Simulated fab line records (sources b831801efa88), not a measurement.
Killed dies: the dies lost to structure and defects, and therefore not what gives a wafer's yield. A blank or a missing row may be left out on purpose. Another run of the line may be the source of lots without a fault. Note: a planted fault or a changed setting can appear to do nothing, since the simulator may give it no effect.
fab line records    flow sky130
[record] lots = 6  wafers = 18  last-day = 50
route steps=708 shown LI_CONTACT@366 PAD_OPEN@708
lots with no fault: from the same line, run without faults
start-h: the number of hours between the record's first day and the start of the first shown wafer of the lot    wait-h: how many hours have passed since the lot's step before this one    " same as the row above    L1.1+2: a single row standing in for several wafers    - either no value or no given start    * or withheld: withheld    < > ~ a bound
route shown NAME@n: NAME is a module with steps in the file, n the number in the route of the first one    usual: mean and standard deviation over wafers with no fault    same: alike in all rows    chamber/n: place in a boat    sites: per-site readings    _std_site: the standard deviation of these    _edge_site: the outer-site mean with the inner-site mean subtracted    radius-mm: how far each site lies from the wafer's centre    mask NAME#n: copy n    behind: tool/chamber where the wafer was last shaped    hold: what put the lot on hold/how long, in hours/how the hold closed    device: which transistor (n, p or np) failed to switch    end of line: the tests these same wafers got at the end of their route    a step without rows: its recipe alone    killed: not the wafer's yield, but the dies lost to structure and defects at the first sort    map: shows each die of a wafer: x if killed, . if not, _ if none is there
set.NAME: setting as actually run; set.NAME@STEP: the setting as run at that earlier step    model.NAME: the simulator's own value behind a step, which no gauge read
certain route steps with their lots: each step a table, each wafer a row
services: when a tool's chamber went out of use (start-h, in hours from the record's first day, below 0 if earlier), for how many hours, and the reason
[[steps]]
[step SKY_LI_CONTACT_DEHYDRATE_04]
[recipe] temp-c = 200  time-s = 60
[step SKY_LI_CONTACT_HMDS_05]
[recipe] prime-time-s = 60  prime-temp-c = 120
[step SKY_LI_CONTACT_COAT_06]
[recipe] resist = BARC  temp-c = withheld  time-s = withheld  spin-rpm = 3000  resist-thk-nm = 60
[step SKY_LI_CONTACT_COAT_07]
[recipe] resist = KrF-thick  spin-rpm = 3000  resist-thk-nm = 450
[step SKY_LI_CONTACT_SOFTBAKE_08]
[recipe] temp-c = 100  time-s = 90  resist = KrF-thick
[step SKY_LI_CONTACT_EXPOSE_09]
[recipe] mask-id = LICM1  na = 0.8  source-shape = annular  sigma-inner = 0.55  sigma-outer = 0.85  target-cd-nm = 170  dose-mj = 38
[step SKY_LI_CONTACT_PEB_10]
[recipe] peb-temp-c = withheld  peb-time-s = withheld  resist = KrF-thick
[step SKY_LI_CONTACT_DEVELOP_11]
[recipe] develop-time-s = 60  resist = KrF-thick  dev-temp-c = 21
[step SKY_LI_CONTACT_CD_MEAS_12]
[recipe] target-cd-nm = 170
[usual] cd-nm = 169.6/1.7
lot.wafer  tool       chamber  start-h  wait-h  cd-nm
L504.1     cd-sem-01  -        695.05   -       169.5
L504.5     "          -        "        "       168.4
L504.6     "          -        "        "       169.6
L505.1     cd-sem-02  -        706.92   -       169.2
L505.3     "          -        "        "       168.4
L505.5     "          -        "        "       169.5
L514.2     cd-sem-02  -        785.11   -       168.8
L514.3     "          -        "        "       169.6
L514.4     "          -        "        "       169.1
L522.2     cd-sem-02  -        832.81   -       168.4
L522.3     "          -        "        "       168.7
L522.5     "          -        "        "       169.2
L523.1     cd-sem-01  -        836.89   -       167.8
L523.3     "          -        "        "       167.5
L523.6     "          -        "        "       168.9
L524.4     cd-sem-02  -        849.30   -       167.0
L524.5     "          -        "        "       168.0
L524.6     "          -        "        "       167.1
[step SKY_LI_CONTACT_OVL_MEAS_13]
[usual] LI_CONTACT_OVL = 2/5.8
lot.wafer  tool        chamber  start-h  wait-h  LI_CONTACT_OVL[nm]
L504.1     overlay-01  -        695.17   0.1     -2
L504.5     "           -        "        "       4
L504.6     "           -        "        "       5
L505.1     overlay-02  -        707.04   0.1     4
L505.3     "           -        "        "       5
L505.5     "           -        "        "       -2
L514.2     overlay-01  -        785.22   0.1     -12
L514.3     "           -        "        "       -10
L514.4     "           -        "        "       -17
L522.2     overlay-02  -        832.92   0.1     4
L522.3     "           -        "        "       6
L522.5     "           -        "        "       6
L523.1     overlay-01  -        837.01   0.1     -1
L523.3     "           -        "        "       1
L523.6     "           -        "        "       -1
L524.4     overlay-02  -        849.38   0.1     16
L524.5     "           -        "        "       -4
L524.6     "           -        "        "       8
[step SKY_LI_CONTACT_ETCH_14]
[recipe] chemistry = N2/H2  target = BARC  ion-energy-ev = 200  source-w = 500  bias-w = 97.51  pressure-mtorr = 30  n2-flow-sccm = 100  h2-flow-sccm = 200  stop-on = SiO2  time-s = 45.9  target-depth-a = 600
[usual] drypump-motor-current-A = 5.65/0.23  oes-product-au = 0.855/0.0049  throttle-valve-pct = 13.224/0.01
[same] time-s = 45.9
lot.wafer  tool         chamber  start-h  wait-h  drypump-motor-current-A  oes-product-au  rf-hours-counter-h  throttle-valve-pct
L504.1     rie-diel-01  0        695.21   0.0     5.56                     0.853           3                   13.221
L504.5     "            1        "        "       5.75                     0.864           -                   13.211
L504.6     "            0        "        "       5.59                     0.861           -                   13.221
L505.1     rie-diel-01  0        707.07   0.0     5.55                     0.855           3                   13.222
L505.3     "            1        "        "       5.74                     0.858           12                  13.232
L505.5     "            0        "        "       5.55                     0.854           -                   13.227
L514.2     rie-diel-04  2        785.25   0.0     5.48                     0.850           11                  13.215
L514.3     "            3        "        "       5.64                     0.863           27                  13.213
L514.4     "            0        "        "       5.75                     0.851           18                  13.230
L522.2     rie-diel-04  1        832.95   0.0     5.67                     0.853           3                   13.227
L522.3     "            3        "        "       5.64                     0.853           28                  13.229
L522.5     "            2        "        "       5.45                     0.857           -                   13.242
L523.1     rie-diel-01  3        837.05   0.0     5.84                     0.849           19                  13.230
L523.3     "            1        "        "       5.75                     0.844           15                  13.229
L523.6     "            0        "        "       5.57                     0.851           -                   13.226
L524.4     rie-diel-04  3        849.40   0.0     5.62                     0.857           29                  13.228
L524.5     "            2        "        "       5.47                     0.860           -                   13.240
L524.6     "            1        "        "       5.68                     0.852           -                   13.225
[step SKY_LI_CONTACT_ETCH_15]
[recipe] target = PSG  chemistry = C4F8/O2/Ar  stop-on = Si  taper-deg = 4.15  mask-material = KrF-thick  source-w = 1500  bias-w = 1200  pressure-mtorr = 40  c4f8-flow-sccm = withheld  O2_flow_sccm = 6  Ar_flow_sccm = 300  time-s = withheld  target-depth-a = 6000
[usual] oes-product-au = 0.837/0.0052
lot.wafer  tool         chamber  start-h  wait-h  oes-product-au
L504.1     rie-diel-01  0        695.25   0.0     0.835
L504.5     "            1        "        "       0.840
L504.6     "            0        "        "       0.847
L505.1     rie-diel-01  0        707.11   0.0     0.846
L505.3     "            1        "        "       0.835
L505.5     "            0        "        "       0.831
L514.2     rie-diel-04  2        785.29   0.0     0.840
L514.3     "            3        "        "       0.835
L514.4     "            0        "        "       0.837
L522.2     rie-diel-04  1        832.99   0.0     0.829
L522.3     "            3        "        "       0.843
L522.5     "            2        "        "       0.834
L523.1     rie-diel-01  3        837.09   0.0     0.837
L523.3     "            1        "        "       0.827
L523.6     "            0        "        "       0.837
L524.4     rie-diel-04  3        849.44   0.0     0.835
L524.5     "            2        "        "       0.828
L524.6     "            1        "        "       0.843
[step SKY_LI_CONTACT_STRIP_16]
[recipe] chemistry = O2/N2  power-w = 1400  pressure-mtorr = 1500  platen-temp-c = withheld  o2-flow-sccm = 3000  n2-flow-sccm = 300  overash-fraction = 0.5
[usual] chamber-pressure-mTorr = 1500.0/1.4  drypump-motor-current-A = 5.7/0.34  oes-product-au = 0.375/0.0047  strip-time-to-endpoint-s = 3.48/0.054
lot.wafer  tool             chamber  start-h  wait-h  chamber-pressure-mTorr  drypump-motor-current-A  oes-product-au  rf-hours-counter-h  strip-time-to-endpoint-s  model.KrF-thick_of_LI_CONTACT_COAT_07.thk-nm
L504.1     plasma-asher-01  0        695.34   -       -                       -                        -               -                   -                         231.4
L504.5     "                0        "        "       -                       -                        -               -                   -                         239
L504.6     "                1        "        "       -                       -                        -               -                   -                         231.2
L505.1     plasma-asher-01  0        707.20   -       -                       -                        -               -                   -                         232.3
L505.3     "                0        "        "       -                       -                        -               -                   -                         241.1
L505.5     "                1        "        "       -                       -                        -               -                   -                         231.7
L514.2     plasma-asher-04  1        785.37   -       1498.8                  5.8                      0.372           4                   3.42                      0
L514.3     "                0        "        "       1501.3                  6.2                      0.379           -                   3.44                      0
L514.4     "                1        "        "       1502.6                  5.8                      0.375           -                   3.46                      0
L522.2     plasma-asher-04  0        833.07   -       1501.7                  6.2                      0.379           8                   3.45                      0
L522.3     "                0        "        "       1498.3                  6.2                      0.377           -                   3.44                      0
L522.5     "                0        "        "       1502.1                  6.2                      0.373           -                   3.37                      0
L523.1     plasma-asher-03  1        837.17   -       1499.6                  5.1                      0.377           38                  3.48                      0
L523.3     "                0        "        "       1499.2                  5.6                      0.371           -                   3.57                      0
L523.6     "                1        "        "       1501.2                  5.1                      0.374           -                   3.53                      0
L524.4     plasma-asher-01  1        849.56   -       1502.0                  5.4                      0.373           -                   3.45                      0
L524.5     "                1        "        "       1497.4                  5.5                      0.373           -                   3.42                      0
L524.6     "                0        "        "       1499.9                  6.0                      0.370           -                   3.43                      0
[step SKY_LI_CONTACT_CLEAN_17]
[recipe] chemistry = NMP  time-s = 600  temp-c = 60  dry = n2-spin
[step SKY_PAD_OPEN_PROBE_99]
[usual] killed_at_M0_to_M3 = 42/7.1  killed_at_M4_up = 3.0/1.7  killed-at-contacts = 25/5  killed-at-front-end = 16/4.4  killed-at-other = 0.5/1.4  killed-dies = 87/9.2  killed-on-rim = 18/4.3  killed-open = 47/6.2  killed-short = 39/6.6
[same] gross-dies = 492  killed-at-back-side = 0
lot.wafer  tool       chamber  start-h  wait-h  killed_at_M0_to_M3  killed_at_M4_up  killed-at-contacts  killed-at-front-end  killed-at-other  killed-dies  killed-on-rim  killed-open  killed-short
L504.1     prober-02  -        1086.62  0.1     54                  1                415                 22                   0                492          96             51           45
L504.5     prober-02  -        1086.82  0.2     51                  1                428                 12                   0                492          96             50           37
L504.6     prober-02  -        1086.87  0.2     47                  4                420                 21                   0                492          96             58           41
L505.1     prober-01  -        1097.83  0.1     49                  4                422                 17                   0                492          96             55           43
L505.3     prober-01  -        1097.93  0.2     32                  3                442                 15                   0                492          96             39           36
L505.5     prober-01  -        1098.03  0.2     41                  1                435                 15                   0                492          96             46           31
L514.2     prober-01  -        1152.94  0.1     45                  5                25                  10                   0                85           17             43           40
L514.3     prober-01  -        1152.99  0.2     43                  4                19                  8                    0                74           17             49           25
L514.4     prober-01  -        1153.04  0.2     38                  1                14                  12                   0                65           13             35           30
L522.2     prober-01  -        1186.70  0.1     42                  4                26                  15                   0                87           13             51           36
L522.3     prober-01  -        1186.75  0.2     43                  2                31                  17                   0                93           28             46           47
L522.5     prober-01  -        1186.85  0.2     34                  4                22                  11                   1                72           8              32           40
L523.1     prober-02  -        1188.30  0.1     36                  3                30                  9                    0                78           16             45           33
L523.3     prober-02  -        1188.40  0.2     40                  2                35                  14                   1                92           13             49           42
L523.6     prober-02  -        1188.55  0.2     41                  1                25                  22                   0                89           21             50           36
L524.4     prober-01  -        1194.95  0.2     30                  2                31                  14                   0                77           17             40           37
L524.5     prober-01  -        1195.00  0.2     47                  4                28                  19                   0                98           15             53           45
L524.6     prober-01  -        1195.05  0.2     41                  2                25                  17                   0                85           19             47           38
// killed by level:class
L504.1 LI_CONTACT:area-sputter=394 LI_CONTACT:geometric-particle:open=10 VIA1:geometric-particle:open=10 VIA1:geometric-particle:short=7 FIELD_ISO:geometric-particle:short=6 CONTACT:geometric-particle:open=6 VIA3:geometric-particle:open=5 METAL1:geometric-particle:short=5
L504.5 LI_CONTACT:area-sputter=405 VIA1:geometric-particle:open=13 CONTACT:geometric-particle:open=12 VIA2:geometric-particle:open=6 METAL1:geometric-particle:short=6 FIELD_ISO:geometric-particle:short=5 LI_CONTACT:geometric-particle:open=5 METAL2:geometric-particle:short=5
L504.6 LI_CONTACT:area-sputter=392 VIA1:geometric-particle:open=11 FIELD_ISO:geometric-particle:open=8 LI_CONTACT:geometric-particle:open=7 CONTACT:geometric-particle:open=7 CONTACT:geometric-particle:short=5 METAL1:geometric-particle:short=5 VIA2:geometric-particle:open=5
L505.1 LI_CONTACT:area-sputter=394 VIA1:geometric-particle:open=14 CONTACT:geometric-particle:open=10 VIA3:geometric-particle:open=7 LI_CONTACT:geometric-particle:open=7 METAL1:geometric-particle:short=6 VIA2:geometric-particle:open=6 CONTACT:geometric-particle:short=5
L505.3 LI_CONTACT:area-sputter=417 CONTACT:geometric-particle:open=8 LI_CONTACT:geometric-particle:open=7 VIA1:geometric-particle:short=7 FIELD_ISO:geometric-particle:short=6 CONTACT:geometric-particle:short=6 VIA1:geometric-particle:open=6 VIA2:geometric-particle:open=5
L505.5 LI_CONTACT:area-sputter=415 VIA1:geometric-particle:open=10 LI_CONTACT:geometric-particle:open=8 VIA3:geometric-particle:open=7 VIA1:geometric-particle:short=6 VIA2:geometric-particle:open=5 POLY_GATE:geometric-particle:open=5 CONTACT:geometric-particle:open=4
L514.2 VIA1:geometric-particle:open=16 CONTACT:geometric-particle:short=7 VIA2:geometric-particle:open=7 LOCAL_INTERCONNECT:geometric-particle:short=6 CONTACT:geometric-particle:open=5 METAL1:geometric-particle:short=5 LI_CONTACT:geometric-particle:open=4 VIA1:geometric-particle:short=4
L514.3 VIA1:geometric-particle:open=10 LI_CONTACT:geometric-particle:open=8 CONTACT:geometric-particle:open=8 VIA3:geometric-particle:open=8 VIA2:geometric-particle:open=7 FIELD_ISO:geometric-particle:short=4 VIA1:geometric-particle:short=4 VIA2:geometric-particle:short=4
L514.4 VIA1:geometric-particle:open=9 VIA2:geometric-particle:open=6 CONTACT:geometric-particle:open=5 VIA3:geometric-particle:open=5 POLY_GATE:geometric-particle:short=4 METAL1:geometric-particle:short=4 VIA1:geometric-particle:short=4 LI_CONTACT:geometric-particle:open=3
L522.2 VIA1:geometric-particle:open=13 LI_CONTACT:geometric-particle:open=10 CONTACT:geometric-particle:open=8 FIELD_ISO:geometric-particle:short=7 CONTACT:geometric-particle:short=5 FIELD_ISO:geometric-particle:open=4 VIA2:geometric-particle:open=4 METAL1:geometric-particle:short=4
L522.3 VIA1:geometric-particle:open=11 LI_CONTACT:geometric-particle:open=9 METAL1:geometric-particle:short=9 CONTACT:geometric-particle:open=8 LOCAL_INTERCONNECT:geometric-particle:short=6 FIELD_ISO:geometric-particle:short=5 FIELD_ISO:geometric-particle:open=5 VIA3:geometric-particle:open=5
L522.5 CONTACT:geometric-particle:short=7 CONTACT:geometric-particle:open=7 METAL1:geometric-particle:short=7 VIA1:geometric-particle:open=6 LI_CONTACT:geometric-particle:open=5 VIA3:geometric-particle:open=5 METAL2:geometric-particle:short=5 FIELD_ISO:geometric-particle:short=4
L523.1 CONTACT:geometric-particle:open=12 VIA1:geometric-particle:open=10 LI_CONTACT:geometric-particle:open=9 METAL2:geometric-particle:short=7 VIA2:geometric-particle:open=7 METAL1:geometric-particle:short=6 FIELD_ISO:geometric-particle:short=4 CONTACT:geometric-particle:short=4
L523.3 CONTACT:geometric-particle:open=12 LI_CONTACT:geometric-particle:open=9 VIA1:geometric-particle:open=8 METAL2:geometric-particle:short=8 LI_CONTACT:geometric-particle:short=6 FIELD_ISO:geometric-particle:short=4 CONTACT:geometric-particle:short=4 VIA1:geometric-particle:short=4
L523.6 LI_CONTACT:geometric-particle:open=10 VIA1:geometric-particle:short=8 CONTACT:geometric-particle:open=7 VIA1:geometric-particle:open=7 VIA2:geometric-particle:open=7 POLY_GATE:geometric-particle:open=5 POLY_GATE:geometric-particle:short=5 CONTACT:geometric-particle:short=5
L524.4 CONTACT:geometric-particle:short=9 CONTACT:geometric-particle:open=8 LI_CONTACT:geometric-particle:open=7 VIA1:geometric-particle:open=7 VIA3:geometric-particle:open=6 LOCAL_INTERCONNECT:geometric-particle:short=5 METAL1:geometric-particle:short=5 FIELD_ISO:geometric-particle:short=4
L524.5 VIA1:geometric-particle:open=16 CONTACT:geometric-particle:short=9 LI_CONTACT:geometric-particle:open=7 CONTACT:geometric-particle:open=7 METAL1:geometric-particle:short=7 VIA3:geometric-particle:open=7 FIELD_ISO:geometric-particle:open=5 VIA1:geometric-particle:short=5
L524.6 CONTACT:geometric-particle:open=11 FIELD_ISO:geometric-particle:open=9 CONTACT:geometric-particle:short=8 VIA2:geometric-particle:open=8 VIA1:geometric-particle:open=7 METAL1:geometric-particle:short=6 VIA3:geometric-particle:open=5 VIA1:geometric-particle:short=4
// map L504.1 (x killed, . not)
__________xxxxxxxxxx_________
________xxxxxxxxxxxxxx_______
______xxxxxxxxxxxxxxxxxx_____
_____xxxxxxxxxxxxxxxxxxxx____
____xxxxxxxxxxxxxxxxxxxxxx___
___xxxxxxxxxxxxxxxxxxxxxxxx__
__xxxxxxxxxxxxxxxxxxxxxxxxxx_
_xxxxxxxxxxxxxxxxxxxxxxxxxxxx
_xxxxxxxxxxxxxxxxxxxxxxxxxxxx
_xxxxxxxxxxxxxxxxxxxxxxxxxxxx
_xxxxxxxxxxxxxxxxxxxxxxxxxxxx
_xxxxxxxxxxxxxxxxxxxxxxxxxxxx
_xxxxxxxxxxxxxxxxxxxxxxxxxxxx
_xxxxxxxxxxxxxxxxxxxxxxxxxxxx
_xxxxxxxxxxxxxxxxxxxxxxxxxxxx
__xxxxxxxxxxxxxxxxxxxxxxxxxx_
___xxxxxxxxxxxxxxxxxxxxxxxx__
____xxxxxxxxxxxxxxxxxxxxxx___
_____xxxxxxxxxxxxxxxxxxxx____
______xxxxxxxxxxxxxxxxxx_____
________xxxxxxxxxxxxxx_______
__________xxxxxxxxxx_________
// map L505.1 (x killed, . not)
__________xxxxxxxxxx_________
________xxxxxxxxxxxxxx_______
______xxxxxxxxxxxxxxxxxx_____
_____xxxxxxxxxxxxxxxxxxxx____
____xxxxxxxxxxxxxxxxxxxxxx___
___xxxxxxxxxxxxxxxxxxxxxxxx__
__xxxxxxxxxxxxxxxxxxxxxxxxxx_
_xxxxxxxxxxxxxxxxxxxxxxxxxxxx
_xxxxxxxxxxxxxxxxxxxxxxxxxxxx
_xxxxxxxxxxxxxxxxxxxxxxxxxxxx
_xxxxxxxxxxxxxxxxxxxxxxxxxxxx
_xxxxxxxxxxxxxxxxxxxxxxxxxxxx
_xxxxxxxxxxxxxxxxxxxxxxxxxxxx
_xxxxxxxxxxxxxxxxxxxxxxxxxxxx
_xxxxxxxxxxxxxxxxxxxxxxxxxxxx
__xxxxxxxxxxxxxxxxxxxxxxxxxx_
___xxxxxxxxxxxxxxxxxxxxxxxx__
____xxxxxxxxxxxxxxxxxxxxxx___
_____xxxxxxxxxxxxxxxxxxxx____
______xxxxxxxxxxxxxxxxxx_____
________xxxxxxxxxxxxxx_______
__________xxxxxxxxxx_________
[[services]]
tool             chamber  start-h  hours  kind
rie-diel-04      -        686.25   35.3   repair
plasma-asher-03  -        693.33   40.2   pm
rie-diel-04      2        703.86   23.7   repair
plasma-asher-04  -        733.75   9.0    pm
plasma-asher-04  0        733.75   9.0    vent-cycle
plasma-asher-04  1        733.75   9.0    vent-cycle
plasma-asher-04  0        742.75   -      clean
plasma-asher-04  1        742.75   -      clean
rie-diel-04      3        775.70   3.2    repair
rie-diel-01      3        793.16   11.3   repair
plasma-asher-04  -        809.69   4.1    repair
plasma-asher-04  -        815.51   2.8    pm
rie-diel-04      2        842.70   3.6    repair
rie-diel-01      2        843.60   -      clean
rie-diel-01      2        843.60   22.4   scheduled-down
rie-diel-01      2        843.60   22.4   vent-cycle
[[key]]
[first-sign] step = SKY_LI_CONTACT_STRIP_16  reading = tool-record  direction = missing
[effect] step = SKY_PAD_OPEN_PROBE_99  reading = killed-at-contacts  direction = up  sigmas = 80  usual = 25  struck = 427
[model-effect] step = SKY_LI_CONTACT_STRIP_16  value = KrF-thick_of_LI_CONTACT_COAT_07.thk-nm  without = 0  struck = 234.5
[more-kills-born-at] SKY_LI_CONTACT_SPUTTER_19@pvd-sputter-01 = 1226  SKY_LI_CONTACT_SPUTTER_19@pvd-sputter-04 = 1191
met-at SKY_LI_CONTACT_STRIP_16
struck-wafers L504.1,L504.5,L504.6,L505.1,L505.3,L505.5
later-rows-left-out L504.1,L504.5,L504.6,L505.1,L505.3,L505.5
tester-left-out L504,L505
[fault] kind = skipped-step-whole  tool = plasma-asher-01  chamber = -  onset-h = 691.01  steps = SKY_LI_CONTACT_STRIP_16  scope = struck-lots-only
// tester-left-out: of these lots the tester's yield and bins aren't shown, on N5 and GAA mostly nor the transistor test; their killed dies are dies lost to structure and defects alone, not to doping, threshold or leakage, so they don't give the yield
// later-rows-left-out: the simulator's readings of these wafers behind a module that went badly wrong aren't trusted and aren't shown, but for the sort
